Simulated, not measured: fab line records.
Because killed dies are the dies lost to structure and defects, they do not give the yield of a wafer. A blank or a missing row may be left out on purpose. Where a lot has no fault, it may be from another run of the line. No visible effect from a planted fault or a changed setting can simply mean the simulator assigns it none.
fab line records	flow sky130
[record] lots = 6	wafers = 18	last_day = 50
route steps=708 shown CONTACT@424 METAL1@434 PAD_OPEN@708
lots that met no fault: from a run of the same line without faults
start_h: hours from the record's first day to the start of the lot's first wafer shown	wait_h: hours since the lot's step before	" the same as in the row above	L1.1+2: a single row standing in for several wafers	- either no value or no given start	* or withheld: withheld	< > ~ a bound
route shown NAME@n: names a module that has steps shown in the file, with the first one's number in the route	usual: mean/standard deviation taken from wafers without a fault	same: alike in all rows	chamber/n: place in a boat	sites: each site's reading	_std_site: standard deviation of those values	_edge_site: outer sites' mean less inner sites'	radius_mm: how far each site lies from the wafer's centre	mask NAME#n: copy n	behind: tool/chamber where the wafer was last shaped	hold: what put the lot on hold/how long, in hours/how the hold closed	device: whichever transistor did not switch (one of n, p or np)	end of line: the same wafers' tests at the end of the route	a step with no rows: only its recipe	killed: the dies lost at the first sort to structure and to defects; this is not the yield of the wafer	map: shows each die of a wafer: x if killed, . if not, _ if none is there
set.NAME: the setting that was run; set.NAME@STEP: the one run at that earlier step	model.NAME: the simulator's own value behind a step, which no gauge read
lots at some steps of the route; a table a step, a row a wafer
services: when a tool's chamber went out of use (start_h, in hours from the record's first day, below 0 if earlier), for how many hours, and the reason
[[steps]]
[step SKY_CONTACT_ETCH_18]
[recipe] target = Si3N4	chemistry = CHF3/O2	stop_on = TiN	source_w = 600	bias_w = 200	pressure_mtorr = 40	chf3_flow_sccm = 50	O2_flow_sccm = 5	time_s = 39	target_depth_a = 750
[usual] drypump_motor_current_A = 5.5/0.56	oes_product_au = 0.854/0.007	throttle_valve_pct = 8.793/0.009
lot.wafer	tool	chamber	start_h	wait_h	drypump_motor_current_A	oes_product_au	rf_hours_counter_h	throttle_valve_pct
L645.1	rie_diel-04	3	-	-	5.6	0.845	16	8.763
L645.4	"	2	"	"	4.9	0.856	4	8.787
L645.5	"	3	"	"	5.6	0.849	-	8.787
L649.1	rie_diel-01	3	-	-	5.2	0.863	4	8.803
L649.4	"	2	"	"	6.4	0.867	19	8.794
L649.5	"	2	"	"	6.4	0.855	-	8.801
L656.1	rie_diel-02	1	-	-	5.3	0.850	11	8.784
L656.5	"	3	"	"	5.0	0.861	-	8.779
L656.6	"	0	"	"	5.7	0.854	-	8.788
L658.1	rie_diel-04	1	-	-	5.7	0.845	12	8.794
L658.3	"	2	"	"	4.9	0.871	7	8.792
L658.4	"	2	"	"	4.9	0.861	-	8.796
L659.3	rie_diel-01	1	-	-	5.0	0.847	8	8.786
L659.4	"	2	"	"	6.4	0.867	21	8.802
L659.5	"	2	"	"	6.4	0.853	-	8.796
L664.1	rie_diel-04	2	-	-	4.9	0.847	9	8.806
L664.2	"	1	"	"	5.7	0.851	14	8.804
L664.4	"	1	"	"	5.7	0.859	-	8.793
[step SKY_CONTACT_STRIP_19]
[recipe] chemistry = O2/N2	power_w = 1400	pressure_mtorr = 1500	platen_temp_c = withheld	o2_flow_sccm = 3000	n2_flow_sccm = 300	overash_fraction = 0.5
[step SKY_CONTACT_STRIP_20]
[recipe] chemistry = post_etch_residue_remover	time_s = 1200	temp_c = 72.5
[step SKY_CONTACT_CLEAN_21]
[recipe] chemistry = IPA	time_s = 180	temp_c = 25
[step SKY_CONTACT_CLEAN_22]
[recipe] chemistry = O3/DIW	dry = n2_spin
[step SKY_CONTACT_SPUTTER_23]
[recipe] material = TiN	target_thk_nm = 20	chamber_pressure_pa = 5	power_w = 4000	time_s = 80
[step SKY_CONTACT_CVD_24]
[recipe] material = W	target_thk_nm = 340	time_s = 102.12	temp_c = 400	pressure_torr = 40
[usual] heater_power_w = 890/60
lot.wafer	tool	chamber	start_h	wait_h	heater_power_w
L645.1	cvd_w-01	1	745.94	0.0	976
L645.4	"	0	"	"	924
L645.5	"	1	"	"	980
L649.1	cvd_w-02	0	796.78	0.0	882
L649.4	"	0	"	"	908
L649.5	"	0	"	"	893
L656.1	cvd_w-01	1	847.33	0.0	973
L656.5	"	0	"	"	936
L656.6	"	1	"	"	971
L658.1	cvd_w-02	0	852.93	0.0	903
L658.3	"	0	"	"	889
L658.4	"	1	"	"	833
L659.3	cvd_w-02	0	853.97	0.1	886
L659.4	"	1	"	"	818
L659.5	"	1	"	"	805
L664.1	cvd_w-02	1	896.91	0.0	824
L664.2	"	0	"	"	893
L664.4	"	1	"	"	819
[step SKY_CONTACT_RS_MEAS_25]
[recipe] thk_meas_gauge = four-point-probe	reads = W_of_CONTACT_CVD_24+TiN_of_CONTACT_SPUTTER_23
[usual] CONTACT_W_RS = 0.340/0.0034
lot.wafer	tool	chamber	start_h	wait_h	CONTACT_W_RS[ohm/sq]
L645.1	film_metro-01	-	746.05	0.1	0.335
L645.4	"	-	"	"	0.341
L645.5	"	-	"	"	0.340
L649.1	film_metro-01	-	796.89	0.1	0.337
L649.4	"	-	"	"	0.338
L649.5	"	-	"	"	0.338
L656.1	film_metro-03	-	847.44	0.1	0.340
L656.5	"	-	"	"	0.344
L656.6	"	-	"	"	0.343
L658.1	film_metro-03	-	853.04	0.1	0.335
L658.3	"	-	"	"	0.340
L658.4	"	-	"	"	0.342
L659.3	film_metro-04	-	854.08	0.1	0.331
L659.4	"	-	"	"	0.340
L659.5	"	-	"	"	0.336
L664.1	film_metro-03	-	897.02	0.1	0.345
L664.2	"	-	"	"	0.338
L664.4	"	-	"	"	0.335
[step SKY_CONTACT_THK_MEAS_26]
[recipe] thk_meas_gauge = xrf	reads = W_of_CONTACT_CVD_24
[usual] CONTACT_W_THK = 346/4.8
lot.wafer	tool	chamber	start_h	wait_h	CONTACT_W_THK[nm]
L645.1	film_metro-01	-	746.17	0.1	348
L645.4	"	-	"	"	340
L645.5	"	-	"	"	341
L649.1	film_metro-01	-	797.01	0.1	344
L649.4	"	-	"	"	346
L649.5	"	-	"	"	345
L656.1	film_metro-03	-	847.56	0.1	347
L656.5	"	-	"	"	344
L656.6	"	-	"	"	345
L658.1	film_metro-03	-	853.16	0.1	352
L658.3	"	-	"	"	347
L658.4	"	-	"	"	346
L659.3	film_metro-04	-	854.18	0.1	360
L659.4	"	-	"	"	349
L659.5	"	-	"	"	355
L664.1	film_metro-03	-	897.14	0.1	345
L664.2	"	-	"	"	351
L664.4	"	-	"	"	352
[step SKY_CONTACT_CMP_27]
[recipe] stop_on = SiO2	t_overpolish_s = 15	down_force_psi = 3.5	platen_rpm = 60	target_thk_nm = 0	pad_velocity_m_s = 0.94248
[step SKY_METAL1_SPUTTER_00]
[recipe] material = Ti	target_thk_nm = 15	power_w = 3000	time_s = 10	chamber_pressure_pa = 0.4
[step SKY_METAL1_SPUTTER_01]
[recipe] material = TiN	target_thk_nm = 20	power_w = 6500	time_s = 16.7	chamber_pressure_pa = 0.4
[usual] throttle_valve_pct = 30.4/1.1
lot.wafer	tool	chamber	start_h	wait_h	throttle_valve_pct
L645.1	pvd_sputter-01	-	746.55	0.0	30.0
L645.4	"	-	"	"	29.3
L645.5	"	-	"	"	29.3
L649.1	pvd_sputter-02	-	797.39	0.0	31.9
L649.4	"	-	"	"	30.6
L649.5	"	-	"	"	31.5
L656.1	pvd_sputter-01	-	847.94	0.0	29.4
L656.5	"	-	"	"	29.4
L656.6	"	-	"	"	30.0
L658.1	pvd_sputter-02	-	853.54	0.0	30.7
L658.3	"	-	"	"	31.9
L658.4	"	-	"	"	30.6
L659.3	pvd_sputter-01	-	854.55	0.0	29.2
L659.4	"	-	"	"	30.4
L659.5	"	-	"	"	29.0
L664.1	pvd_sputter-04	-	897.52	0.0	30.2
L664.2	"	-	"	"	32.5
L664.4	"	-	"	"	31.6
[step SKY_METAL1_SPUTTER_02]
[recipe] material = AlCu	target_thk_nm = 250	power_w = 10600	time_s = 13.3	chamber_pressure_pa = 0.4
[usual] throttle_valve_pct = 30.4/1.1
lot.wafer	tool	chamber	start_h	wait_h	throttle_valve_pct	model.AlCu_of_METAL1_SPUTTER_02.thk_nm
L645.1	pvd_sputter-01	-	746.58	0.0	30.0	248.9
L645.4	"	-	"	"	29.4	249.5
L645.5	"	-	"	"	29.2	248.3
L649.1	pvd_sputter-02	-	797.42	0.0	31.6	247.5
L649.4	"	-	"	"	30.6	247.7
L649.5	"	-	"	"	31.6	245
L656.1	pvd_sputter-01	-	847.97	0.0	29.4	200.8
L656.5	"	-	"	"	29.5	199.7
L656.6	"	-	"	"	30.2	200
L658.1	pvd_sputter-02	-	853.57	0.0	30.8	256.1
L658.3	"	-	"	"	31.5	258.9
L658.4	"	-	"	"	30.5	262.5
L659.3	pvd_sputter-01	-	854.57	0.0	29.4	197.4
L659.4	"	-	"	"	30.5	198.6
L659.5	"	-	"	"	28.6	198.1
L664.1	pvd_sputter-04	-	897.55	0.0	30.0	249.1
L664.2	"	-	"	"	32.4	245.8
L664.4	"	-	"	"	31.6	246.6
[step SKY_METAL1_SPUTTER_03]
[recipe] material = Ti	target_thk_nm = 5	power_w = 3000	time_s = 3.3	chamber_pressure_pa = 0.4
[usual] throttle_valve_pct = 30.4/1.1
lot.wafer	tool	chamber	start_h	wait_h	throttle_valve_pct
L645.1	pvd_sputter-01	-	746.60	0.0	29.9
L645.4	"	-	"	"	29.3
L645.5	"	-	"	"	29.4
L649.1	pvd_sputter-02	-	797.44	0.0	32.0
L649.4	"	-	"	"	30.7
L649.5	"	-	"	"	31.8
L656.1	pvd_sputter-01	-	847.99	0.0	29.2
L656.5	"	-	"	"	29.4
L656.6	"	-	"	"	30.2
L658.1	pvd_sputter-02	-	853.59	0.0	30.6
L658.3	"	-	"	"	31.8
L658.4	"	-	"	"	30.1
L659.3	pvd_sputter-01	-	854.60	0.0	29.7
L659.4	"	-	"	"	30.4
L659.5	"	-	"	"	28.6
L664.1	pvd_sputter-04	-	897.57	0.0	29.9
L664.2	"	-	"	"	32.6
L664.4	"	-	"	"	31.5
[step SKY_METAL1_SPUTTER_04]
[recipe] material = TiN	target_thk_nm = 70	power_w = 6500	time_s = 58.3	chamber_pressure_pa = 0.4
[step SKY_METAL1_RS_MEAS_05]
[recipe] thk_meas_gauge = four-point-probe	reads = TiN_of_METAL1_SPUTTER_04+Ti_of_METAL1_SPUTTER_03+AlCu_of_METAL1_SPUTTER_02+TiN_of_METAL1_SPUTTER_01+Ti_of_METAL1_SPUTTER_00
[usual] METAL1_ALCU_RS = 0.1273/0.0018
lot.wafer	tool	chamber	start_h	wait_h	METAL1_ALCU_RS[ohm/sq]
L645.1	film_metro-02	-	746.67	0.0	0.1274
L645.4	"	-	"	"	0.1275
L645.5	"	-	"	"	0.1279
L649.1	film_metro-04	-	797.51	0.0	0.1281
L649.4	"	-	"	"	0.1279
L649.5	"	-	"	"	0.1296
L656.1	film_metro-02	-	848.06	0.0	0.1597
L656.5	"	-	"	"	0.1602
L656.6	"	-	"	"	0.1595
L658.1	film_metro-04	-	853.66	0.0	0.1240
L658.3	"	-	"	"	0.1222
L658.4	"	-	"	"	0.1207
L659.3	film_metro-04	-	854.70	0.1	0.1620
L659.4	"	-	"	"	0.1609
L659.5	"	-	"	"	0.1617
L664.1	film_metro-01	-	897.64	0.0	0.1276
L664.2	"	-	"	"	0.1289
L664.4	"	-	"	"	0.1286
[step SKY_METAL1_THK_MEAS_06]
[recipe] thk_meas_gauge = xrf	reads = AlCu_of_METAL1_SPUTTER_02
[usual] METAL1_ALCU_THK = 252/3.8
lot.wafer	tool	chamber	start_h	wait_h	METAL1_ALCU_THK[nm]
L645.1	film_metro-02	-	746.79	0.1	251
L645.4	"	-	"	"	252
L645.5	"	-	"	"	250
L649.1	film_metro-04	-	797.63	0.1	249
L649.4	"	-	"	"	249
L649.5	"	-	"	"	246
L656.1	film_metro-02	-	848.18	0.1	205
L656.5	"	-	"	"	203
L656.6	"	-	"	"	204
L658.1	film_metro-04	-	853.78	0.1	258
L658.3	"	-	"	"	259
L658.4	"	-	"	"	263
L659.3	film_metro-04	-	854.80	0.1	198
L659.4	"	-	"	"	198
L659.5	"	-	"	"	200
L664.1	film_metro-01	-	897.76	0.1	253
L664.2	"	-	"	"	248
L664.4	"	-	"	"	250
[step SKY_METAL1_DEHYDRATE_07]
[recipe] temp_c = 200	time_s = 60
[step SKY_METAL1_HMDS_08]
[recipe] prime_time_s = 60	prime_temp_c = 120
[step SKY_METAL1_COAT_09]
[recipe] resist = BARC	temp_c = withheld	time_s = withheld	spin_rpm = 3000	resist_thk_nm = 60
[step SKY_METAL1_COAT_10]
[recipe] resist = KrF-thick	spin_rpm = 3000	resist_thk_nm = 450
[step SKY_METAL1_SOFTBAKE_11]
[recipe] temp_c = 100	time_s = 90	resist = KrF-thick
[step SKY_METAL1_EXPOSE_12]
[recipe] mask_id = MM1	na = 0.8	source_shape = annular	sigma_inner = 0.55	sigma_outer = 0.85	target_cd_nm = 140	dose_mj = 28
[step SKY_METAL1_PEB_13]
[recipe] peb_temp_c = withheld	peb_time_s = withheld	resist = KrF-thick
[step SKY_METAL1_DEVELOP_14]
[recipe] develop_time_s = 60	resist = KrF-thick	dev_temp_c = 21
[step SKY_METAL1_CD_MEAS_15]
[recipe] target_cd_nm = 140
[usual] cd_nm = 140.6/1.5
lot.wafer	tool	chamber	start_h	wait_h	cd_nm
L645.1	cd_sem-02	-	774.11	-	140.3
L645.4	"	-	"	"	141.7
L645.5	"	-	"	"	141.5
L649.1	cd_sem-02	-	824.13	-	142.3
L649.4	"	-	"	"	143.0
L649.5	"	-	"	"	142.5
L656.1	cd_sem-01	-	873.66	-	141.5
L656.5	"	-	"	"	141.2
L656.6	"	-	"	"	140.4
L658.1	cd_sem-01	-	879.21	-	141.3
L658.3	"	-	"	"	141.6
L658.4	"	-	"	"	139.5
L659.3	cd_sem-02	-	880.40	-	141.8
L659.4	"	-	"	"	141.2
L659.5	"	-	"	"	141.5
L664.1	cd_sem-02	-	922.98	-	141.4
L664.2	"	-	"	"	141.2
L664.4	"	-	"	"	140.0
[step SKY_METAL1_OVL_MEAS_16]
[usual] METAL1_OVL = 2/4.6
lot.wafer	tool	chamber	start_h	wait_h	METAL1_OVL[nm]
L645.1	overlay-01	-	774.23	0.1	3
L645.4	"	-	"	"	7
L645.5	"	-	"	"	4
L649.1	overlay-01	-	824.25	0.1	1
L649.4	"	-	"	"	0
L649.5	"	-	"	"	6
L656.1	overlay-02	-	873.78	0.1	7
L656.5	"	-	"	"	7
L656.6	"	-	"	"	5
L658.1	overlay-02	-	879.33	0.1	-6
L658.3	"	-	"	"	-8
L658.4	"	-	"	"	-7
L659.3	overlay-02	-	880.50	0.1	3
L659.4	"	-	"	"	-2
L659.5	"	-	"	"	4
L664.1	overlay-02	-	923.10	0.1	-1
L664.2	"	-	"	"	7
L664.4	"	-	"	"	4
[step SKY_METAL1_DESCUM_17]
[recipe] chemistry = O2	source_power_w = 150	bias_power_w = 0	pressure_mtorr = 10	temp_c = 40	time_s = 8
[step SKY_METAL1_ETCH_18]
[recipe] chemistry = N2/H2	target = BARC	ion_energy_ev = 200	bias_w = 100	pressure_mtorr = 30	n2_flow_sccm = 100	h2_flow_sccm = 200	icp_w = 500	stop_on = SiO2	time_s = 45.9	target_depth_a = 600
[usual] drypump_motor_current_A = 5.3/0.31	h2_flow_sccm = 200.1/0.58	oes_product_au = 0.854/0.0048	throttle_valve_pct = 13.225/0.0086
lot.wafer	tool	chamber	start_h	wait_h	drypump_motor_current_A	h2_flow_sccm	oes_product_au	rf_hours_counter_h	throttle_valve_pct
L645.1	rie_metal-04	1	774.30	0.0	5.6	199.7	0.851	14	13.220
L645.4	"	1	"	"	5.7	199.3	0.842	-	13.218
L645.5	"	1	"	"	5.7	199.7	0.855	-	13.220
L649.1	rie_metal-03	0	824.32	0.0	5.1	199.5	0.856	10	13.230
L649.4	"	1	"	"	5.7	200.1	0.862	-	13.238
L649.5	"	0	"	"	5.1	199.9	0.856	-	13.219
L656.1	rie_metal-03	1	873.85	0.0	5.7	200.7	0.847	1	13.236
L656.5	"	1	"	"	5.7	200.9	0.858	-	13.214
L656.6	"	0	"	"	5.1	199.9	0.853	-	13.222
L658.1	rie_metal-01	1	879.43	0.1	5.0	200.2	0.857	15	13.225
L658.3	"	1	"	"	5.1	200.3	0.853	-	13.212
L658.4	"	1	"	"	5.1	199.8	0.852	-	13.230
L659.3	rie_metal-04	1	880.57	0.0	5.7	201.2	0.868	-	13.243
L659.4	"	0	"	"	5.0	200.4	0.849	-	13.224
L659.5	"	0	"	"	5.0	198.7	0.852	-	13.216
L664.1	rie_metal-04	0	923.17	0.0	5.0	199.8	0.860	16	13.232
L664.2	"	1	"	"	5.7	200.2	0.862	3	13.229
L664.4	"	0	"	"	5.0	199.9	0.858	-	13.228
[step SKY_METAL1_METAL_ETCH_19]
[recipe] target_depth_a = 3600	stop_on = SiO2	over_etch_frac = 0.3	time_s = 78	chemistry = Cl2/BCl3	resist_sidewall_deg = 88	pressure_mtorr = 10	icp_w = 900	bias_w = 48.5	Cl2_flow_sccm = 60	bcl3_flow_sccm = 30
[usual] drypump_motor_current_A = 5.3/0.31	oes_product_au = 0.852/0.0058	throttle_valve_pct = 22.265/0.009
lot.wafer	tool	chamber	start_h	wait_h	drypump_motor_current_A	oes_product_au	rf_hours_counter_h	throttle_valve_pct
L645.1	rie_metal-04	1	774.36	0.0	5.7	0.857	14	22.268
L645.4	"	1	"	"	5.7	0.852	-	22.268
L645.5	"	1	"	"	5.7	0.852	-	22.256
L649.1	rie_metal-03	0	824.38	0.0	5.1	0.855	10	22.266
L649.4	"	1	"	"	5.7	0.852	-	22.261
L649.5	"	0	"	"	5.1	0.858	-	22.261
L656.1	rie_metal-03	1	873.91	0.0	5.7	0.810	1	22.261
L656.5	"	1	"	"	5.7	0.817	-	22.261
L656.6	"	0	"	"	5.1	0.815	-	22.265
L658.1	rie_metal-01	1	879.56	0.1	5.0	0.856	15	22.281
L658.3	"	1	"	"	5.1	0.838	-	22.275
L658.4	"	1	"	"	5.1	0.857	-	22.268
L659.3	rie_metal-04	1	880.64	0.1	5.7	0.811	-	22.266
L659.4	"	0	"	"	5.0	0.817	-	22.259
L659.5	"	0	"	"	5.0	0.817	-	22.265
L664.1	rie_metal-04	0	923.23	0.0	5.0	0.853	16	22.267
L664.2	"	1	"	"	5.7	0.848	3	22.249
L664.4	"	0	"	"	5.0	0.852	-	22.261
[step SKY_METAL1_STRIP_20]
[recipe] chemistry = O2/N2	power_w = 1400	pressure_mtorr = 1500	platen_temp_c = withheld	o2_flow_sccm = 3000	n2_flow_sccm = 300	overash_fraction = 0.5
[step SKY_PAD_OPEN_PROBE_99]
[usual] defect_limited_yield = 82.6/1.7	killed_at_M0_to_M3 = 42/6.4	killed_at_M4_up = 3.2/1.9	killed_at_contacts = 24/4.8	killed_at_front_end = 16/4.4	killed_at_other = 0.3/0.55	killed_dies = 86/8.6	killed_open = 46/6.6	killed_short = 39/5.7	sort_bin_3_pad_short = 0.8/0.41	sort_bin_5_function = 10.3/1.5	sort_bin_6_memory = 6.3/1	sort_n_pass = 406/8.6	sort_yield_pct = 82.6/1.7
[same] gross_dies = 492	killed_at_back_side = 0	sort_bin_4_leakage[%] = 0	sort_bin_8_speed[%] = 0
lot.wafer	tool	chamber	start_h	wait_h	defect_limited_yield[%]	killed_at_M0_to_M3	killed_at_M4_up	killed_at_contacts	killed_at_front_end	killed_at_other	killed_dies	killed_open	killed_short	sort_bin_3_pad_short[%]	sort_bin_5_function[%]	sort_bin_6_memory[%]	sort_n_pass	sort_yield_pct[%]	model.etest.met1.line_ohm_um	model.etest.met1.rs_ohm_sq
L645.1	prober-01	-	1082.78	0.1	79.1	52	3	29	19	0	103	63	40	0.8	11.6	8.5	389	79.1	0.959	0.1291
L645.4	prober-01	-	1082.93	0.2	78.5	55	3	23	25	0	106	58	48	1.8	11.6	8.1	386	78.5	0.9427	0.1292
L645.5	prober-01	-	1082.98	0.2	81.9	45	3	22	19	0	89	47	42	1.4	10.6	6.1	403	81.9	0.9293	0.1288
L649.1	prober-02	-	1120.26	0.1	82.3	44	3	20	19	1	87	43	44	1.0	11.4	5.3	405	82.3	0.9227	0.1307
L649.4	prober-02	-	1120.41	0.2	83.1	45	2	21	14	1	83	43	39	1.4	10.0	5.5	409	83.1	0.8944	0.129
L649.5	prober-02	-	1120.46	0.2	82.7	44	3	23	13	2	85	41	43	1.4	10.6	5.3	407	82.7	0.9137	0.1323
L656.1	prober-02	-	1156.28	0.1	82.5	45	3	23	15	0	86	47	39	0.8	10.6	6.1	406	82.5	1.16	0.1607
L656.5	prober-02	-	1156.48	0.2	78.5	55	3	32	15	1	106	59	45	0.6	15.0	5.9	386	78.5	1.132	0.1616
L656.6	prober-02	-	1156.53	0.2	79.5	53	4	22	22	0	101	60	41	0.6	12.4	7.5	391	79.5	1.173	0.1619
L658.1	prober-01	-	1161.31	0.1	86.0	37	4	17	10	1	69	32	36	0.2	7.5	6.3	423	86.0	0.8929	0.1262
L658.3	prober-01	-	1161.41	0.2	83.3	42	4	21	15	0	82	45	36	0.8	10.6	5.3	410	83.3	0.8701	0.1233
L658.4	prober-01	-	1161.46	0.2	80.7	54	6	24	11	0	95	51	44	0.8	12.4	6.1	397	80.7	0.8824	0.1226
L659.3	prober-02	-	1163.18	0.2	81.3	46	0	32	13	1	92	46	46	1.4	10.2	7.1	400	81.3	1.164	0.1617
L659.4	prober-02	-	1163.23	0.2	83.7	28	6	34	11	1	80	46	34	0.4	9.6	6.3	412	83.7	1.132	0.1614
L659.5	prober-02	-	1163.28	0.2	83.5	39	4	30	7	1	81	43	38	1.0	10.0	5.5	411	83.5	1.122	0.1634
L664.1	prober-02	-	1191.57	0.1	83.1	40	2	21	20	0	83	52	31	1.4	8.9	6.5	409	83.1	0.8935	0.1281
L664.2	prober-02	-	1191.62	0.1	85.2	45	3	13	12	0	73	37	36	1.4	9.6	3.9	419	85.2	0.9026	0.1291
L664.4	prober-02	-	1191.72	0.2	82.9	41	1	25	16	1	84	46	38	0.6	10.4	6.1	408	82.9	0.9115	0.1306
// killed by level:class
L645.1 VIA1:geometric_particle:open=14 VIA3:geometric_particle:open=12 LI_CONTACT:geometric_particle:open=10 VIA2:geometric_particle:open=8 CONTACT:geometric_particle:open=7 METAL2:geometric_particle:short=6 POLY_GATE:geometric_particle:short=5 LOCAL_INTERCONNECT:geometric_particle:short=5
L645.4 VIA1:geometric_particle:open=12 POLY_GATE:geometric_particle:open=9 FIELD_ISO:geometric_particle:open=7 METAL1:geometric_particle:short=7 VIA3:geometric_particle:open=7 LI_CONTACT:geometric_particle:open=6 CONTACT:geometric_particle:open=6 METAL2:geometric_particle:short=6
L645.5 VIA1:geometric_particle:open=12 VIA2:geometric_particle:open=9 CONTACT:geometric_particle:short=7 CONTACT:geometric_particle:open=7 FIELD_ISO:geometric_particle:short=6 VIA3:geometric_particle:open=5 FIELD_ISO:geometric_particle:open=4 LOCAL_INTERCONNECT:geometric_particle:short=4
L649.1 FIELD_ISO:geometric_particle:open=10 CONTACT:geometric_particle:open=9 METAL1:geometric_particle:short=8 METAL2:geometric_particle:short=7 VIA1:geometric_particle:short=6 LI_CONTACT:geometric_particle:short=5 VIA1:geometric_particle:open=5 VIA3:geometric_particle:open=5
L649.4 VIA1:geometric_particle:open=12 CONTACT:geometric_particle:open=8 METAL1:geometric_particle:short=7 VIA2:geometric_particle:open=6 CONTACT:geometric_particle:short=4 VIA1:geometric_particle:short=4 VIA3:geometric_particle:open=4 FIELD_ISO:geometric_particle:short=3
L649.5 FIELD_ISO:geometric_particle:open=9 VIA1:geometric_particle:open=9 CONTACT:geometric_particle:open=7 VIA3:geometric_particle:short=7 CONTACT:geometric_particle:short=6 METAL2:geometric_particle:short=6 VIA3:geometric_particle:open=6 METAL1:geometric_particle:short=5
L656.1 VIA1:geometric_particle:open=10 VIA2:geometric_particle:open=8 LI_CONTACT:geometric_particle:open=8 VIA3:geometric_particle:open=7 FIELD_ISO:geometric_particle:short=6 CONTACT:geometric_particle:open=6 METAL3:geometric_particle:short=6 LOCAL_INTERCONNECT:geometric_particle:short=3
L656.5 CONTACT:geometric_particle:open=17 VIA1:geometric_particle:open=12 METAL1:geometric_particle:short=9 FIELD_ISO:geometric_particle:open=6 LI_CONTACT:geometric_particle:open=6 VIA2:geometric_particle:open=6 VIA3:geometric_particle:open=6 VIA2:geometric_particle:short=5
L656.6 VIA1:geometric_particle:open=15 FIELD_ISO:geometric_particle:short=8 LI_CONTACT:geometric_particle:open=8 CONTACT:geometric_particle:open=8 VIA3:geometric_particle:open=8 FIELD_ISO:geometric_particle:open=6 POLY_GATE:geometric_particle:short=6 METAL1:geometric_particle:short=5
L658.1 VIA1:geometric_particle:open=9 CONTACT:geometric_particle:open=8 METAL1:geometric_particle:short=6 VIA1:geometric_particle:short=5 FIELD_ISO:geometric_particle:short=4 LOCAL_INTERCONNECT:geometric_particle:short=4 METAL2:geometric_particle:short=4 VIA3:geometric_particle:open=4
L658.3 CONTACT:geometric_particle:open=13 VIA1:geometric_particle:open=10 VIA2:geometric_particle:open=7 VIA3:geometric_particle:open=6 FIELD_ISO:geometric_particle:short=4 VIA1:geometric_particle:short=4 METAL2:geometric_particle:short=4 POLY_GATE:geometric_particle:short=3
L658.4 VIA1:geometric_particle:open=11 VIA1:geometric_particle:short=8 VIA3:geometric_particle:open=8 LI_CONTACT:geometric_particle:open=5 CONTACT:geometric_particle:open=5 CONTACT:geometric_particle:short=5 POLY_GATE:geometric_particle:open=4 LI_CONTACT:geometric_particle:short=4
L659.3 LI_CONTACT:geometric_particle:open=10 CONTACT:geometric_particle:open=10 VIA1:geometric_particle:open=9 VIA1:geometric_particle:short=8 VIA3:geometric_particle:open=7 METAL1:geometric_particle:short=6 LOCAL_INTERCONNECT:geometric_particle:short=5 CONTACT:geometric_particle:short=5
L659.4 CONTACT:geometric_particle:open=16 LI_CONTACT:geometric_particle:open=10 VIA1:geometric_particle:open=7 METAL1:geometric_particle:short=5 METAL4:geometric_particle:short=5 LI_CONTACT:geometric_particle:short=4 FIELD_ISO:geometric_particle:short=3 POLY_GATE:geometric_particle:open=3
L659.5 LI_CONTACT:geometric_particle:open=9 CONTACT:geometric_particle:open=8 VIA1:geometric_particle:open=8 VIA3:geometric_particle:open=7 LOCAL_INTERCONNECT:geometric_particle:short=7 CONTACT:geometric_particle:short=5 FIELD_ISO:geometric_particle:short=4 VIA2:geometric_particle:short=4
L664.1 CONTACT:geometric_particle:open=12 VIA3:geometric_particle:open=11 FIELD_ISO:geometric_particle:open=8 VIA1:geometric_particle:open=5 VIA2:geometric_particle:open=5 LI_CONTACT:geometric_particle:open=4 FIELD_ISO:geometric_particle:short=4 VIA1:geometric_particle:short=4
L664.2 VIA1:geometric_particle:open=7 VIA3:geometric_particle:open=7 VIA1:geometric_particle:short=6 VIA2:geometric_particle:open=6 VIA2:geometric_particle:short=5 LI_CONTACT:geometric_particle:open=4 VIA3:geometric_particle:short=4 POLY_GATE:geometric_particle:open=3
L664.4 CONTACT:geometric_particle:open=10 LI_CONTACT:geometric_particle:open=8 VIA3:geometric_particle:open=8 VIA1:geometric_particle:short=7 FIELD_ISO:geometric_particle:short=5 METAL1:geometric_particle:short=5 VIA1:geometric_particle:open=5 METAL2:geometric_particle:short=4
[[services]]
tool	chamber	start_h	hours	kind
rie_diel-04	3	722.26	1.4	repair
pvd_sputter-04	-	733.63	2.4	repair
cvd_w-02	1	737.52	2.4	repair
pvd_sputter-04	-	745.15	0.5	repair
pvd_sputter-02	-	748.00	1.4	repair
rie_metal-03	0	752.81	3.8	repair
rie_metal-01	0	765.88	4.6	repair
rie_metal-03	0	768.88	11.3	repair
rie_diel-02	-	784.56	0.1	repair
cvd_w-02	-	792.23	3.9	repair
rie_diel-04	-	796.02	0.2	repair
rie_diel-04	3	811.53	132.0	repair
rie_diel-01	-	813.41	2.8	pm
cvd_w-02	0	814.78	11.1	repair
cvd_w-01	-	849.63	6.9	pm
rie_diel-02	-	851.03	0.2	repair
rie_metal-01	0	873.71	8.3	repair
rie_diel-01	1	876.91	86.9	repair
rie_metal-01	0	892.26	5.2	repair
rie_metal-03	-	901.08	0.5	repair
cvd_w-01	-	904.00	14.0	pm
pvd_sputter-04	-	909.72	5.0	repair
rie_diel-01	2	913.82	1.8	repair
pvd_sputter-01	-	923.22	5.2	repair
[[key]]
[first_sign] step = SKY_METAL1_RS_MEAS_05	reading = METAL1_ALCU_RS	direction = up	sigmas = 19	usual = 0.1273	struck = 0.1607
[effect] step = SKY_METAL1_THK_MEAS_06	reading = METAL1_ALCU_THK	direction = down	sigmas = 13	usual = 252	struck = 201
[effect] step = SKY_METAL1_METAL_ETCH_19	reading = oes_product_au	direction = down	sigmas = 6.5	usual = 0.852	struck = 0.814
[model_effect] step = SKY_METAL1_SPUTTER_02	value = AlCu_of_METAL1_SPUTTER_02.thk_nm	without = 247.2	struck = 199.1
[model_effect] step = SKY_PAD_OPEN_PROBE_99	value = etest.met1.line_ohm_um	without = 0.9161	struck = 1.147
met_at SKY_METAL1_SPUTTER_02
struck_wafers L656.1,L656.5,L656.6,L659.3,L659.4,L659.5
onset_between 746.58 847.97
also_fits SKY_METAL1_SPUTTER_01:pvd_sputter-01,SKY_METAL1_SPUTTER_03:pvd_sputter-01
[fault] kind = process_parameter_drift	tool = pvd_sputter-01	chamber = -	onset_h = 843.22	steps = SKY_METAL1_SPUTTER_02	channel = time_s	offset = *	shape = step	end_h = 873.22	acts_in = *	stated = *
